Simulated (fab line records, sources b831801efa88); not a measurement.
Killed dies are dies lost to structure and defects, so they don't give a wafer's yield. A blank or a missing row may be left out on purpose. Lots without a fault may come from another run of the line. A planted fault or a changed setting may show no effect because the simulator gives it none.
fab line records | flow gf180mcu
record lots=12 wafers=36 last_day=34
route steps=602 shown CONTACT@305 M1@319 V1@336
lots that met no fault: from a run of the same line without faults
start_h: hours from the record's first day to the start of the lot's first wafer shown | wait_h: hours since the lot's step before | " the same as in the row above | L1.1+2: a row that stands for several wafers | - no value, or no start given | * or withheld: withheld | < > ~ a bound
route shown NAME@n: a module of which the file shows steps, and the number in the route of the first | usual: mean/standard deviation of fault-free wafers | same: alike in all rows | chamber/n: place in a boat | sites: the reading at each site | _std_site: their standard deviation | _edge_site: outer sites' mean less inner sites' | radius_mm: how far each site lies from the wafer's centre | mask NAME#n: copy n | behind: the tool/chamber that last shaped the wafer | hold: why the lot was held/for how many hours/how that ended | device: the transistor (n, p or np) that didn't switch | end of line: the same wafers' tests at the end of the route | a step without rows: its recipe alone | killed: dies lost to structure and defects at the first sort, not the wafer's yield | map: a wafer's dies, x killed, . not, _ none there
set.NAME: the setting as run; set.NAME@STEP: as run at that earlier step | model.NAME: the simulator's own value behind a step, which no gauge read
steps of the route over a sample of lots; a table a step, a row a wafer
services: from which hour (start_h, from the record's first day; less than 0 if before it) a tool's chamber was out of use, for how many hours, and why
## steps
# step GF_CONTACT_STRIP_18
# recipe chemistry=O2/N2 power_w=1400 pressure_mtorr=1500 platen_temp_c=250 o2_flow_sccm=3000 n2_flow_sccm=300 overash_fraction=0.5
# usual drypump_motor_current_A=6.1/0.39 heater_power_w=335/34 oes_product_au=0.579/0.0053
# columns lot.wafer tool chamber start_h wait_h drypump_motor_current_A heater_power_w oes_product_au rf_hours_counter_h
L640.2 plasma_asher-01 1 373.56 - 6.1 336 0.579 75
L640.3 " 0 " " 6.4 293 0.577 -
L640.5 " 1 " " 6.1 331 0.585 -
L641.4 plasma_asher-02 1 377.14 - 5.5 301 0.576 -
L641.5 " 1 " " 5.5 300 0.580 -
L641.6 " 0 " " 6.5 377 0.579 -
L643.1 plasma_asher-01 0 400.93 - 6.4 298 0.592 78
L643.3 " 1 " " 6.1 330 0.587 -
L643.5 " 1 " " 6.1 327 0.575 -
L644.1 plasma_asher-02 0 412.48 - 6.6 393 0.578 31
L644.3 " 0 " " 6.5 377 0.579 -
L644.6 " 1 " " 5.5 300 0.577 -
L645.4 plasma_asher-02 1 417.29 - 5.4 298 0.588 -
L645.5 " 1 " " 5.5 301 0.585 -
L645.6 " 0 " " 6.5 387 0.578 -
L646.2 plasma_asher-03 0 422.29 - 6.3 351 0.582 75
L646.3 " 1 " " 5.6 361 0.590 -
L646.6 " 1 " " 5.7 364 0.583 -
L649.2 plasma_asher-02 1 450.36 - 5.5 298 0.577 35
L649.3 " 0 " " 6.5 380 0.587 -
L649.4 " 1 " " 5.5 302 0.575 -
L650.2 plasma_asher-01 0 460.32 - 6.4 308 0.585 3
L650.4 " 1 " " 6.1 328 0.577 -
L650.5 " 0 " " 6.4 298 0.570 -
L654.1 plasma_asher-03 0 491.57 - 6.4 346 0.575 82
L654.2 " 1 " " 5.6 376 0.582 82
L654.6 " 0 " " 6.4 347 0.579 -
L656.4 plasma_asher-02 0 527.76 - 6.5 375 0.575 -
L656.5 " 1 " " 5.5 290 0.586 -
L656.6 " 0 " " 6.5 386 0.581 -
L660.1 plasma_asher-03 1 538.39 - 5.6 367 0.578 87
L660.4 " 1 " " 5.6 357 0.592 -
L660.6 " 1 " " 5.7 362 0.578 -
L662.1 plasma_asher-01 1 567.21 - 6.1 332 0.568 15
L662.2 " 0 " " 6.4 300 0.571 15
L662.4 " 1 " " 6.1 344 0.587 -
# step GF_M1_SPUTTER_04
# recipe material=TiN target_thk_nm=50 power_w=6500 time_s=41.7 chamber_pressure_pa=0.4
# usual throttle_valve_pct=30.1/1.1
# columns lot.wafer tool chamber start_h wait_h throttle_valve_pct
L640.2 pvd_sputter-04 - 374.72 0.0 30.3
L640.3 " - " " 30.7
L640.5 " - " " 28.7
L641.4 pvd_sputter-02 - 378.27 0.0 30.7
L641.5 " - " " 30.5
L641.6 " - " " 32.0
L643.1 pvd_sputter-04 - 402.08 0.0 30.8
L643.3 " - " " 27.7
L643.5 " - " " 30.8
L644.1 pvd_sputter-03 - 413.70 0.0 30.0
L644.3 " - " " 30.2
L644.6 " - " " 30.0
L645.4 pvd_sputter-03 - 418.44 0.0 30.3
L645.5 " - " " 30.8
L645.6 " - " " 30.4
L646.2 pvd_sputter-04 - 423.48 0.0 28.6
L646.3 " - " " 27.6
L646.6 " - " " 28.7
L649.2 pvd_sputter-03 - 451.52 0.0 30.7
L649.3 " - " " 29.8
L649.4 " - " " 29.7
L650.2 pvd_sputter-02 - 461.50 0.0 29.8
L650.4 " - " " 31.8
L650.5 " - " " 30.2
L654.1 pvd_sputter-02 - 492.73 0.0 29.7
L654.2 " - " " 30.8
L654.6 " - " " 31.8
L656.4 pvd_sputter-02 - 528.89 0.0 30.8
L656.5 " - " " 29.3
L656.6 " - " " 31.8
L660.1 pvd_sputter-02 - 539.55 0.0 31.9
L660.4 " - " " 29.7
L660.6 " - " " 29.7
L662.1 pvd_sputter-04 - 568.37 0.0 28.4
L662.2 " - " " 31.0
L662.4 " - " " 27.7
# step GF_V1_THK_MEAS_01
# recipe reads=SiO2_of_V1_CVD_00
# usual V1_CVD_00_THK=598/5.4
# columns lot.wafer tool chamber start_h wait_h V1_CVD_00_THK[nm]
L640.2 film_metro-03 - 397.54 0.0 608
L640.3 " - " " 601
L640.5 " - " " 594
L641.4 film_metro-02 - 401.80 0.0 602
L641.5 " - " " 605
L641.6 " - " " 599
L643.1 film_metro-02 - 426.44 0.0 598
L643.3 " - " " 594
L643.5 " - " " 596
L644.1 film_metro-03 - 439.03 0.0 587
L644.3 " - " " 587
L644.6 " - " " 583
L645.4 film_metro-02 - 443.99 0.0 595
L645.5 " - " " 600
L645.6 " - " " 595
L646.2 film_metro-02 - 448.48 0.0 596
L646.3 " - " " 599
L646.6 " - " " 600
L649.2 film_metro-03 - 475.98 0.0 594
L649.3 " - " " 600
L649.4 " - " " 607
L650.2 film_metro-03 - 485.90 0.0 598
L650.4 " - " " 596
L650.5 " - " " 598
L654.1 film_metro-03 - 516.86 0.0 606
L654.2 " - " " 606
L654.6 " - " " 600
L656.4 film_metro-02 - 551.91 0.0 595
L656.5 " - " " 602
L656.6 " - " " 597
L660.1 film_metro-04 - 562.43 0.0 585
L660.4 " - " " 594
L660.6 " - " " 596
L662.1 film_metro-02 - 590.62 0.0 594
L662.2 " - " " 596
L662.4 " - " " 594
# step GF_V1_COAT_09
# recipe resist=KrF spin_rpm=withheld resist_thk_nm=1000
# columns lot.wafer tool chamber start_h wait_h
L640.2+3+5 litho_track-01 0 409 -
L641.4+5+6 litho_track-02 0 413 -
L643.1+3+5 litho_track-02 0 438 -
L644.1+3+6 litho_track-01 0 452 -
L645.4+5+6 litho_track-01 0 457 -
L646.2+3+6 litho_track-02 0 460 -
L649.2+3+4 litho_track-02 0 488 -
L650.2+4+5 litho_track-04 0 498 -
L654.1+2+6 litho_track-02 0 529 -
L656.4+5+6 litho_track-02 0 563 -
L660.1+4+6 litho_track-04 0 573 -
L662.1+2+4 litho_track-01 0 601 -
# step GF_V1_STRIP_18
# recipe chemistry=O2/N2 power_w=1400 pressure_mtorr=1500 platen_temp_c=250 o2_flow_sccm=3000 n2_flow_sccm=300 overash_fraction=0.5
# usual drypump_motor_current_A=5.8/0.5 heater_power_w=344/27 oes_product_au=0.592/0.005
# columns lot.wafer tool chamber start_h wait_h drypump_motor_current_A heater_power_w oes_product_au rf_hours_counter_h
L640.2 plasma_asher-02 0 421.59 - 6.5 379 0.596 32
L640.3 " 1 " " 5.5 287 0.593 -
L640.5 " 0 " " 6.5 382 0.597 -
L641.4 plasma_asher-04 0 426.22 - 5.8 366 0.601 -
L641.5 " 1 " " 5.1 318 0.586 -
L641.6 " 0 " " 5.8 355 0.586 -
L643.1 plasma_asher-04 0 451.29 - 5.8 360 0.595 64
L643.3 " 0 " " 5.8 350 0.600 -
L643.5 " 0 " " 5.8 354 0.596 -
L644.1 plasma_asher-04 0 464.19 - 5.8 357 0.585 66
L644.3 " 1 " " 5.1 330 0.588 -
L644.6 " 0 " " 5.8 360 0.589 -
L645.4 plasma_asher-04 0 468.92 - 5.8 356 0.597 -
L645.5 " 1 " " 5.1 332 0.595 -
L645.6 " 0 " " 5.8 358 0.593 -
L646.2 plasma_asher-03 0 472.74 - 6.4 354 0.582 80
L646.3 " 1 " " 5.6 357 0.584 -
L646.6 " 0 " " 6.4 356 0.596 -
L649.2 plasma_asher-04 1 500.34 - 5.1 321 0.588 69
L649.3 " 0 " " 5.8 353 0.594 -
L649.4 " 1 " " 5.1 321 0.589 -
L650.2 plasma_asher-02 0 510.59 - 6.5 399 0.595 42
L650.4 " 1 " " 5.5 300 0.591 -
L650.5 " 0 " " 6.5 386 0.599 -
L654.1 plasma_asher-03 0 540.49 - 6.3 349 0.571 87
L654.2 " 1 " " 5.7 362 0.590 87
L654.6 " 0 " " 6.4 338 0.584 -
L656.4 plasma_asher-03 0 575.12 - 6.3 343 0.590 -
L656.5 " 1 " " 5.6 357 0.575 -
L656.6 " 0 " " 6.4 341 0.595 -
L660.1 plasma_asher-02 0 584.88 - 6.5 378 0.595 50
L660.4 " 0 " " 6.5 387 0.592 -
L660.6 " 1 " " 5.5 291 0.589 -
L662.1 plasma_asher-03 1 612.04 - 5.6 352 0.594 94
L662.2 " 0 " " 6.3 352 0.591 94
L662.4 " 1 " " 5.6 356 0.590 -
## services
# columns tool chamber start_h hours kind
pvd_sputter-03 - 349.66 1.9 repair
pvd_sputter-04 - 394.77 1.7 repair
plasma_asher-03 - 397.30 0.8 repair
pvd_sputter-04 0 399.28 - consumable_replace:kit
pvd_sputter-04 0 399.28 18.0 scheduled_down
pvd_sputter-04 0 399.28 18.0 vent_cycle
plasma_asher-01 - 421.25 9.0 pm
plasma_asher-01 0 421.25 9.0 vent_cycle
plasma_asher-01 1 421.25 9.0 vent_cycle
plasma_asher-01 0 430.25 - clean
plasma_asher-01 1 430.25 - clean
pvd_sputter-02 - 430.25 3.7 repair
pvd_sputter-02 - 449.51 1.0 repair
pvd_sputter-02 1 455.98 - consumable_replace:kit
pvd_sputter-02 1 455.98 18.0 scheduled_down
pvd_sputter-02 1 455.98 18.0 vent_cycle
plasma_asher-04 - 457.45 0.4 repair
pvd_sputter-03 - 459.80 21.7 repair
pvd_sputter-02 - 521.53 3.5 repair
plasma_asher-01 - 526.39 1.4 repair
pvd_sputter-04 - 564.25 2.8 repair
plasma_asher-01 - 583.33 0.5 repair
plasma_asher-02 - 593.55 14.6 pm
pvd_sputter-04 3 605.34 - consumable_replace:kit
## key
first_sign step=GF_V1_STRIP_18 reading=oes_product_au direction=down sigmas=3.9 usual=0.592 struck=0.573
effect none on later readings
met_at GF_V1_COAT_09
struck_lots L654,L656
struck_wafers L654.1,L656.5
not_acting_at GF_CONTACT_STRIP_18,GF_M1_SPUTTER_04,GF_V1_THK_MEAS_01
onset_between 488 529
fault kind=process_parameter_drift tool=litho_track-02 chamber=- onset_h=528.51 steps=GF_V1_COAT_09 channel=resist_thk_nm offset=* shape=step end_h=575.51 scope=struck_wafers_only acts_in=* stated=*
